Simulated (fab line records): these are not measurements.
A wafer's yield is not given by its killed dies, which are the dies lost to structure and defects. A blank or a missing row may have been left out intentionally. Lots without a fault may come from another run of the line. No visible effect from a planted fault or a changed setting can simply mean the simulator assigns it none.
fab line records	flow sky130
record lots=11	wafers=32	lastDay=50
route steps=708 shown SONOS_ONO@171 RES_PROTECT@215 LDD_HVN@276 METAL1@438 PAD_OPEN@708
lots with no fault: from the same line, run without faults
startH: the number of hours between the record's first day and the start of the first shown wafer of the lot	waitH: hours elapsed since this lot's preceding step	" as in the row above	L1.1+2: a row that stands for several wafers	- value missing, or start not given	* or withheld: withheld	< > ~ a bound
route shown NAME@n: names a module that has steps shown in the file, with the first one's number in the route	usual: mean and standard deviation over wafers with no fault	same: alike in all rows	chamber/n: place in a boat	sites: the reading at each site	_std_site: the values' standard deviation	_edge_site: inner sites' mean taken away from outer sites' mean	radiusMm: how far each site lies from the wafer's centre	mask NAME#n: copy n	behind: the last tool/chamber to shape the wafer	hold: the reason the lot was held/the length of the hold in hours/how it ended	device: which transistor (n, p or np) failed to switch	end of line: the same wafers' tests at the end of the route	a step with no rows: only its recipe	killed: at the first sort, the dies lost to defects and structure; wafer yield is something else	map: the dies of a wafer, with x for killed, . for not killed, _ for no die there
set.NAME: setting as actually run; set.NAME@STEP: the setting as run at that earlier step	model.NAME: the simulator's own value behind a step, which no gauge read
steps of the route over a sample of lots; a table a step, a row a wafer
services: the hour from which a tool's chamber was out of use, counted from the record's first day as startH (under 0 if before that day), plus the number of hours and why
## steps
# step SKY_SONOS_ONO_THK_MEAS_03
# recipe reads=Si3N4_of_SONOS_ONO_CVD_02
# usual SONOS_ONO_CVD_02_THK=10.47/0.13
lot.wafer	tool	chamber	startH	waitH	SONOS_ONO_CVD_02_THK[nm]
L479.1	filmMetro-04	-	256.51	0.0	10.53
L479.4	"	-	"	"	10.51
L479.6	"	-	"	"	10.53
L487.1	filmMetro-04	-	314.03	0.0	10.31
L487.3	"	-	"	"	10.51
L492.1	filmMetro-04	-	361.36	0.0	10.38
L492.3	"	-	"	"	10.55
L492.5	"	-	"	"	10.37
L493.1	filmMetro-04	-	365.73	0.0	10.51
L493.2	"	-	"	"	10.38
L493.6	"	-	"	"	10.34
L494.1	filmMetro-04	-	376.80	0.0	10.54
L494.3	"	-	"	"	10.59
L494.5	"	-	"	"	10.52
L496.1	filmMetro-01	-	396.69	0.0	10.43
L496.5	"	-	"	"	10.40
L496.6	"	-	"	"	10.40
L497.3	filmMetro-01	-	400.32	0.0	10.34
L497.4	"	-	"	"	10.40
L497.6	"	-	"	"	10.47
L499.1	filmMetro-01	-	409.74	0.0	10.64
L499.2	"	-	"	"	10.48
L499.6	"	-	"	"	10.58
L498.2	filmMetro-03	-	409.75	0.0	10.41
L498.3	"	-	"	"	10.40
L498.5	"	-	"	"	10.50
L500.1	filmMetro-03	-	415.57	0.0	10.44
L500.2	"	-	"	"	10.46
L500.6	"	-	"	"	10.37
L501.1	filmMetro-03	-	429.53	0.0	10.25
L501.2	"	-	"	"	10.19
L501.4	"	-	"	"	10.24
# step SKY_RES_PROTECT_TW_MEAS_08
# usual POLY_GATE_TW=4054/43
lot.wafer	tool	chamber	startH	waitH	POLY_GATE_TW
L479.1	filmMetro-01	-	342.06	0.1	4103
L479.4	"	-	"	"	4101
L479.6	"	-	"	"	4103
L487.1	filmMetro-01	-	404.54	0.1	4091
L487.3	"	-	"	"	4112
L492.1	filmMetro-01	-	458.09	0.1	4108
L492.3	"	-	"	"	4110
L492.5	"	-	"	"	4108
L493.1	filmMetro-02	-	463.96	0.1	4022
L493.2	"	-	"	"	4027
L493.6	"	-	"	"	4013
L494.1	filmMetro-02	-	476.36	0.1	4032
L494.3	"	-	"	"	4022
L494.5	"	-	"	"	4003
L496.1	filmMetro-02	-	493.74	0.1	4015
L496.5	"	-	"	"	4004
L496.6	"	-	"	"	4019
L497.3	filmMetro-02	-	498.21	0.1	3986
L497.4	"	-	"	"	3991
L497.6	"	-	"	"	4016
L499.1	filmMetro-01	-	509.26	0.1	4048
L499.2	"	-	"	"	4051
L499.6	"	-	"	"	4072
L498.2	filmMetro-02	-	511.27	0.1	4018
L498.3	"	-	"	"	4041
L498.5	"	-	"	"	4017
L500.1	filmMetro-03	-	514.29	0.1	4069
L500.2	"	-	"	"	4080
L500.6	"	-	"	"	4090
L501.1	filmMetro-02	-	527.54	0.1	4032
L501.2	"	-	"	"	4015
L501.4	"	-	"	"	4048
# step SKY_LDD_HVN_STRIP_09
# recipe chemistry=O2/N2	powerW=1400	pressureMtorr=1500	platenTempC=withheld	o2FlowSccm=3000	n2FlowSccm=300	overashFraction=0.5
# usual drypumpMotorCurrentA=6.18/0.24	oesProductAu=0.408/0.0047	stripTimeToEndpointS=4.137/0.013
lot.wafer	tool	chamber	startH	waitH	drypumpMotorCurrentA	oesProductAu	rfHoursCounterH	stripTimeToEndpointS
L479.1	plasmaAsher-03	0	464.50	0.1	5.93	0.401	3	4.120
L479.4	"	1	"	"	6.17	0.411	-	4.135
L479.6	"	0	"	"	5.94	0.408	-	4.133
L487.1	plasmaAsher-02	1	534.94	0.1	6.51	0.413	82	4.129
L487.3	"	0	"	"	5.79	0.407	-	4.137
L492.1	plasmaAsher-04	0	593.88	0.1	6.31	0.407	47	4.120
L492.3	"	0	"	"	6.32	0.408	-	4.125
L492.5	"	1	"	"	6.26	0.414	-	4.132
L493.1	plasmaAsher-02	1	594.68	0.1	6.51	0.407	88	4.133
L493.2	"	0	"	"	5.76	0.412	88	4.134
L493.6	"	0	"	"	5.78	0.409	-	4.155
L494.1	plasmaAsher-04	0	601.18	0.1	6.32	0.408	47	4.127
L494.3	"	0	"	"	6.33	0.414	-	4.144
L494.5	"	0	"	"	6.34	0.409	-	4.136
L496.1	plasmaAsher-02	0	616.49	0.1	5.72	0.414	90	4.142
L496.5	"	1	"	"	6.56	0.411	-	4.128
L496.6	"	0	"	"	5.74	0.402	-	4.147
L497.3	plasmaAsher-02	1	621.83	0.1	6.52	0.412	-	4.134
L497.4	"	0	"	"	5.75	0.397	-	4.115
L497.6	"	0	"	"	5.76	0.411	-	4.128
L499.1	plasmaAsher-03	0	632.43	0.1	5.93	0.406	20	4.129
L499.2	"	1	"	"	6.16	0.396	20	4.109
L499.6	"	0	"	"	5.95	0.405	-	4.131
L498.2	plasmaAsher-02	0	636.43	0.1	5.75	0.407	92	4.145
L498.3	"	1	"	"	6.53	0.411	-	4.138
L498.5	"	0	"	"	5.73	0.406	-	4.169
L500.1	plasmaAsher-04	1	636.73	0.1	6.28	0.416	51	4.144
L500.2	"	0	"	"	6.35	0.416	51	4.135
L500.6	"	1	"	"	6.25	0.392	-	4.130
L501.1	plasmaAsher-02	0	650.49	0.1	5.77	0.407	93	4.142
L501.2	"	1	"	"	6.54	0.412	93	4.110
L501.4	"	0	"	"	5.76	0.412	-	4.134
# step SKY_METAL1_SPUTTER_04
# recipe material=TiN	targetThkNm=70	powerW=6500	timeS=58.3	chamberPressurePa=0.4
# usual chamberPressurePa=0.3999/0.00078	throttleValvePct=30.4/1.3
lot.wafer	tool	chamber	startH	waitH	chamberPressurePa	throttleValvePct
L479.1	pvdSputter-04	-	734.34	0.0	0.4000	29.3
L479.4	"	-	"	"	0.3993	29.1
L479.6	"	-	"	"	0.3994	29.3
L487.1	pvdSputter-04	-	797.84	0.0	0.3993	32.9
L487.3	"	-	"	"	0.4013	29.3
L492.1	pvdSputter-01	-	849.64	0.0	0.4001	30.8
L492.3	"	-	"	"	0.3996	28.9
L492.5	"	-	"	"	0.3995	28.8
L493.1	pvdSputter-02	-	851.78	0.0	0.4010	30.8
L493.2	"	-	"	"	0.3989	31.0
L493.6	"	-	"	"	0.4005	28.9
L494.1	pvdSputter-01	-	856.23	0.0	0.3996	28.7
L494.3	"	-	"	"	0.3986	31.0
L494.5	"	-	"	"	0.3998	30.2
L496.1	pvdSputter-02	-	873.44	0.0	0.3994	31.2
L496.5	"	-	"	"	0.4004	29.0
L496.6	"	-	"	"	0.4003	30.8
L497.3	pvdSputter-01	-	878.47	0.0	0.3993	30.8
L497.4	"	-	"	"	0.4002	29.0
L497.6	"	-	"	"	0.4007	28.8
L499.1	pvdSputter-02	-	884.51	0.0	0.3998	31.0
L499.2	"	-	"	"	0.3997	31.0
L499.6	"	-	"	"	0.4002	31.1
L498.2	pvdSputter-02	-	887.56	0.0	0.4004	31.1
L498.3	"	-	"	"	0.3995	30.9
L498.5	"	-	"	"	0.4006	31.3
L500.1	pvdSputter-04	-	889.81	0.0	0.3998	32.1
L500.2	"	-	"	"	0.3995	29.2
L500.6	"	-	"	"	0.4008	29.3
L501.1	pvdSputter-04	-	900.93	0.0	0.3994	28.7
L501.2	"	-	"	"	0.3993	33.2
L501.4	"	-	"	"	0.3995	29.2
# step SKY_METAL1_THK_MEAS_06
# recipe thkMeasGauge=xrf	reads=AlCu_of_METAL1_SPUTTER_02
# usual METAL1_ALCU_THK=247.3/2.8
lot.wafer	tool	chamber	startH	waitH	METAL1_ALCU_THK[nm]
L479.1	filmMetro-04	-	734.51	0.1	249.9
L479.4	"	-	"	"	246.5
L479.6	"	-	"	"	245.4
L487.1	filmMetro-04	-	798.01	0.1	242.5
L487.3	"	-	"	"	235.6
L492.1	filmMetro-02	-	849.81	0.1	248.0
L492.3	"	-	"	"	248.2
L492.5	"	-	"	"	248.6
L493.1	filmMetro-01	-	851.95	0.1	247.0
L493.2	"	-	"	"	249.7
L493.6	"	-	"	"	245.9
L494.1	filmMetro-01	-	856.40	0.1	249.0
L494.3	"	-	"	"	245.8
L494.5	"	-	"	"	247.3
L496.1	filmMetro-02	-	873.61	0.1	242.4
L496.5	"	-	"	"	247.1
L496.6	"	-	"	"	241.3
L497.3	filmMetro-01	-	878.66	0.1	247.0
L497.4	"	-	"	"	247.2
L497.6	"	-	"	"	245.4
L499.1	filmMetro-01	-	884.68	0.1	250.8
L499.2	"	-	"	"	251.0
L499.6	"	-	"	"	249.8
L498.2	filmMetro-02	-	887.74	0.1	245.8
L498.3	"	-	"	"	246.6
L498.5	"	-	"	"	248.3
L500.1	filmMetro-02	-	889.98	0.1	242.7
L500.2	"	-	"	"	248.2
L500.6	"	-	"	"	245.5
L501.1	filmMetro-02	-	901.10	0.1	245.3
L501.2	"	-	"	"	246.5
L501.4	"	-	"	"	251.8
# step SKY_PAD_OPEN_PROBE_99
# usual defectLimitedYield=82.7/1.8	killed_at_M0_to_M3=44/6.8	killed_at_M4_up=3.2/1.7	killedAtContacts=24/4.9	killedAtFrontEnd=14/4.1	killedAtOther=0.2/0.51	killedDies=85/8.7	killedOpen=46/6.8	killedShort=39/6.1	sort_bin_3_pad_short=0.9/0.43	sort_bin_5_function=10.1/1.4	sort_bin_6_memory=6.3/1.1	sortNPass=407/8.7	sortYieldPct=82.7/1.8
# same grossDies=492	killedAtBackSide=0	sort_bin_4_leakage[%]=0	sort_bin_8_speed[%]=0
lot.wafer	tool	chamber	startH	waitH	defectLimitedYield[%]	killed_at_M0_to_M3	killed_at_M4_up	killedAtContacts	killedAtFrontEnd	killedAtOther	killedDies	killedOpen	killedShort	sort_bin_3_pad_short[%]	sort_bin_5_function[%]	sort_bin_6_memory[%]	sortNPass	sortYieldPct[%]
L487.1	prober-02	-	1129.93	0.1	82.3	48	5	24	10	0	87	57	30	0.6	8.9	8.1	405	82.3
L487.3	prober-02	-	1130.03	0.2	82.7	45	3	21	14	2	85	37	48	0.8	9.6	6.9	407	82.7
L492.1	prober-01	-	1160.15	0.1	84.6	37	2	27	10	0	76	47	29	0.6	7.7	7.1	416	84.6
L492.3	prober-01	-	1160.25	0.2	84.8	33	4	26	11	1	75	36	39	1.4	8.7	5.1	417	84.8
L492.5	prober-01	-	1160.35	0.2	84.6	36	2	31	7	0	76	46	30	1.2	9.3	4.9	416	84.6
L493.1	prober-02	-	1168.22	0.1	78.9	49	5	27	23	0	104	53	51	1.8	12.4	6.9	388	78.9
L493.2	prober-02	-	1168.27	0.1	80.7	48	4	30	13	0	95	46	49	1.2	10.8	7.3	397	80.7
L493.6	prober-02	-	1168.47	0.2	80.3	48	4	27	18	0	97	51	46	0.2	12.0	7.5	395	80.3
L497.3	prober-02	-	1174.41	0.2	86.2	38	1	19	10	0	68	44	24	0.6	7.1	6.1	424	86.2
L497.4	prober-02	-	1174.46	0.2	82.3	37	2	23	25	0	87	48	39	0.2	11.4	6.1	405	82.3
L497.6	prober-02	-	1174.56	0.2	81.9	44	3	27	15	0	89	48	41	0.4	12.4	5.3	403	81.9
L499.2	prober-01	-	1181.07	0.1	81.5	32	4	38	17	0	91	52	39	0.8	10.8	6.9	401	81.5
L498.2	prober-02	-	1184.46	0.1	83.3	46	0	25	11	0	82	30	52	1.4	11.2	4.1	410	83.3
L498.3	prober-02	-	1184.51	0.2	83.7	43	0	22	15	0	80	48	32	0.8	10.6	4.9	412	83.7
L498.5	prober-02	-	1184.61	0.2	82.5	50	2	21	12	1	86	46	40	1.4	9.8	6.3	406	82.5
L500.1	prober-01	-	1185.36	0.1	82.7	46	3	21	15	0	85	53	32	0.6	11.6	5.1	407	82.7
L500.2	prober-01	-	1185.41	0.1	81.1	47	2	26	18	0	93	56	37	0.4	10.6	7.9	399	81.1
L500.6	prober-01	-	1185.61	0.2	81.5	50	4	25	11	1	91	48	43	1.0	11.2	6.3	401	81.5
L501.1	prober-02	-	1194.18	0.1	83.9	43	3	24	9	0	79	47	32	0.4	10.0	5.7	413	83.9
L501.2	prober-02	-	1194.23	0.1	80.7	51	5	25	14	0	95	51	44	1.4	11.6	6.3	397	80.7
L501.4	prober-02	-	1194.33	0.2	82.9	43	2	26	13	0	84	46	38	0.4	10.0	6.7	408	82.9
# killed by level:class
L487.1 CONTACT:geometricParticle:open=14 VIA1:geometricParticle:open=11 VIA2:geometricParticle:open=10 VIA1:geometricParticle:short=7 VIA3:geometricParticle:open=5 FIELD_ISO:geometricParticle:short=4 LI_CONTACT:geometricParticle:open=4 METAL2:geometricParticle:short=4
L487.3 VIA1:geometricParticle:open=11 FIELD_ISO:geometricParticle:short=7 CONTACT:geometricParticle:short=7 LI_CONTACT:geometricParticle:open=6 CONTACT:geometricParticle:open=6 METAL2:geometricParticle:short=6 METAL3:geometricParticle:short=6 VIA3:geometricParticle:open=6
L492.1 VIA1:geometricParticle:open=13 LI_CONTACT:geometricParticle:open=8 CONTACT:geometricParticle:open=8 CONTACT:geometricParticle:short=6 POLY_GATE:geometricParticle:open=5 METAL2:geometricParticle:short=5 VIA2:geometricParticle:open=4 METAL3:geometricParticle:short=3
L492.3 CONTACT:geometricParticle:open=10 CONTACT:geometricParticle:short=6 LI_CONTACT:geometricParticle:open=5 VIA1:geometricParticle:open=5 VIA2:geometricParticle:short=5 VIA2:geometricParticle:open=5 VIA1:geometricParticle:short=4 METAL3:geometricParticle:short=4
L492.5 CONTACT:geometricParticle:open=14 LI_CONTACT:geometricParticle:open=9 METAL2:geometricParticle:short=6 METAL2:geometricParticle:open=6 VIA1:geometricParticle:short=5 VIA1:geometricParticle:open=5 VIA3:geometricParticle:open=4 LI_CONTACT:geometricParticle:short=3
L493.1 CONTACT:geometricParticle:open=12 VIA1:geometricParticle:open=10 FIELD_ISO:geometricParticle:short=9 VIA3:geometricParticle:open=7 FIELD_ISO:geometricParticle:open=6 METAL2:geometricParticle:short=6 VIA1:geometricParticle:short=6 METAL3:geometricParticle:short=6
L493.2 METAL1:geometricParticle:short=11 LI_CONTACT:geometricParticle:open=9 CONTACT:geometricParticle:open=9 VIA1:geometricParticle:open=9 METAL2:geometricParticle:short=9 CONTACT:geometricParticle:short=6 FIELD_ISO:geometricParticle:open=4 VIA2:geometricParticle:open=4
L493.6 CONTACT:geometricParticle:open=11 METAL2:geometricParticle:short=8 VIA1:geometricParticle:open=7 VIA3:geometricParticle:open=7 FIELD_ISO:geometricParticle:open=6 LI_CONTACT:geometricParticle:open=6 CONTACT:geometricParticle:short=5 METAL1:geometricParticle:short=5
L497.3 CONTACT:geometricParticle:open=11 VIA1:geometricParticle:open=11 FIELD_ISO:geometricParticle:open=5 VIA2:geometricParticle:open=5 CONTACT:geometricParticle:short=5 METAL2:geometricParticle:short=4 METAL3:geometricParticle:short=4 POLY_GATE:geometricParticle:open=3
L497.4 POLY_GATE:geometricParticle:open=10 VIA1:geometricParticle:open=9 METAL1:geometricParticle:short=8 CONTACT:geometricParticle:open=6 VIA2:geometricParticle:open=6 LI_CONTACT:geometricParticle:open=5 METAL2:geometricParticle:short=5 FIELD_ISO:geometricParticle:short=4
L497.6 VIA1:geometricParticle:open=13 CONTACT:geometricParticle:open=10 LI_CONTACT:geometricParticle:open=8 LOCAL_INTERCONNECT:geometricParticle:short=6 METAL1:geometricParticle:short=6 METAL2:geometricParticle:short=6 FIELD_ISO:geometricParticle:short=5 POLY_GATE:geometricParticle:short=5
L499.2 LI_CONTACT:geometricParticle:open=12 CONTACT:geometricParticle:open=12 VIA1:geometricParticle:open=9 METAL2:geometricParticle:short=7 CONTACT:geometricParticle:short=7 FIELD_ISO:geometricParticle:open=6 LI_CONTACT:geometricParticle:short=6 POLY_GATE:geometricParticle:open=5
L498.2 CONTACT:geometricParticle:short=9 METAL2:geometricParticle:short=7 VIA1:geometricParticle:short=7 METAL3:geometricParticle:short=7 CONTACT:geometricParticle:open=6 METAL1:geometricParticle:short=6 LI_CONTACT:geometricParticle:open=5 VIA3:geometricParticle:open=5
L498.3 CONTACT:geometricParticle:open=10 VIA2:geometricParticle:open=9 LI_CONTACT:geometricParticle:open=7 VIA1:geometricParticle:open=7 VIA3:geometricParticle:open=6 METAL1:geometricParticle:short=5 FIELD_ISO:geometricParticle:short=4 METAL2:geometricParticle:short=4
L498.5 VIA1:geometricParticle:open=15 CONTACT:geometricParticle:open=8 LI_CONTACT:geometricParticle:open=7 METAL1:geometricParticle:short=6 VIA1:geometricParticle:short=6 METAL2:geometricParticle:short=6 FIELD_ISO:geometricParticle:open=4 POLY_GATE:geometricParticle:short=4
L500.1 VIA1:geometricParticle:open=10 VIA2:geometricParticle:open=10 LI_CONTACT:geometricParticle:open=7 CONTACT:geometricParticle:open=7 VIA3:geometricParticle:open=6 POLY_GATE:geometricParticle:open=5 FIELD_ISO:geometricParticle:short=4 METAL2:geometricParticle:short=4
L500.2 VIA1:geometricParticle:open=12 VIA2:geometricParticle:open=9 LI_CONTACT:geometricParticle:open=8 CONTACT:geometricParticle:open=8 METAL1:geometricParticle:short=8 POLY_GATE:geometricParticle:open=7 METAL2:geometricParticle:short=7 VIA3:geometricParticle:open=6
L500.6 VIA1:geometricParticle:open=11 CONTACT:geometricParticle:open=10 METAL1:geometricParticle:short=8 LI_CONTACT:geometricParticle:open=7 VIA3:geometricParticle:open=7 VIA2:geometricParticle:open=5 POLY_GATE:geometricParticle:open=4 VIA3:geometricParticle:short=4
L501.1 VIA1:geometricParticle:open=11 VIA2:geometricParticle:open=9 CONTACT:geometricParticle:open=9 LI_CONTACT:geometricParticle:open=6 FIELD_ISO:geometricParticle:short=4 CONTACT:geometricParticle:short=4 METAL1:geometricParticle:short=4 VIA3:geometricParticle:short=4
L501.2 LI_CONTACT:geometricParticle:open=9 CONTACT:geometricParticle:open=8 VIA3:geometricParticle:open=8 VIA2:geometricParticle:open=8 VIA1:geometricParticle:open=7 METAL1:geometricParticle:short=6 VIA1:geometricParticle:short=6 METAL3:geometricParticle:short=5
L501.4 VIA2:geometricParticle:open=11 CONTACT:geometricParticle:open=8 VIA1:geometricParticle:open=7 FIELD_ISO:geometricParticle:short=6 METAL2:geometricParticle:short=6 METAL1:geometricParticle:short=6 FIELD_ISO:geometricParticle:open=5 LI_CONTACT:geometricParticle:open=5
## services
tool	chamber	startH	hours	kind
pvdSputter-04	-	449.70	2.2	repair
pvdSputter-02	-	451.50	3.2	repair
plasmaAsher-04	-	477.69	2.8	pm
pvdSputter-02	-	510.43	0.9	repair
pvdSputter-04	-	523.69	0.7	repair
plasmaAsher-02	-	530.22	2.8	pm
plasmaAsher-02	-	535.48	1.8	repair
plasmaAsher-04	-	542.33	2.1	repair
plasmaAsher-04	-	588.81	0.4	repair
pvdSputter-04	-	612.56	5.0	repair
plasmaAsher-02	-	655.04	9.5	repair
pvdSputter-01	-	664.40	5.0	repair
pvdSputter-02	-	680.50	2.8	repair
pvdSputter-02	-	704.05	7.3	repair
plasmaAsher-02	-	733.75	9.0	pm
pvdSputter-02	-	741.28	1.3	repair
pvdSputter-02	-	755.28	5.0	repair
pvdSputter-01	-	765.70	12.3	repair
pvdSputter-02	-	775.77	2.7	repair
pvdSputter-01	-	781.16	50.1	repair
pvdSputter-01	-	812.53	1.7	repair
plasmaAsher-02	-	821.65	11.7	repair
plasmaAsher-02	-	833.31	14.6	pm
pvdSputter-01	-	865.49	0.9	repair
## key
firstSign step=SKY_METAL1_THK_MEAS_06	reading=METAL1_ALCU_THK	direction=down	sigmas=4.1	usual=247.3	struck=235.6
effect none on later readings
metAt SKY_METAL1_SPUTTER_04
struckLots L487
struckWafers L487.3
notActingAt SKY_SONOS_ONO_THK_MEAS_03,SKY_RES_PROTECT_TW_MEAS_08,SKY_LDD_HVN_STRIP_09
onsetBetween 734.34 797.84
fault kind=processParameterDrift	tool=pvdSputter-04	chamber=-	onsetH=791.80	steps=SKY_METAL1_SPUTTER_04	channel=targetThkNm	offset=28.683	shape=step	endH=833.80	scope=struckWafersOnly	actsIn=theseRecipesOnly	stated=70
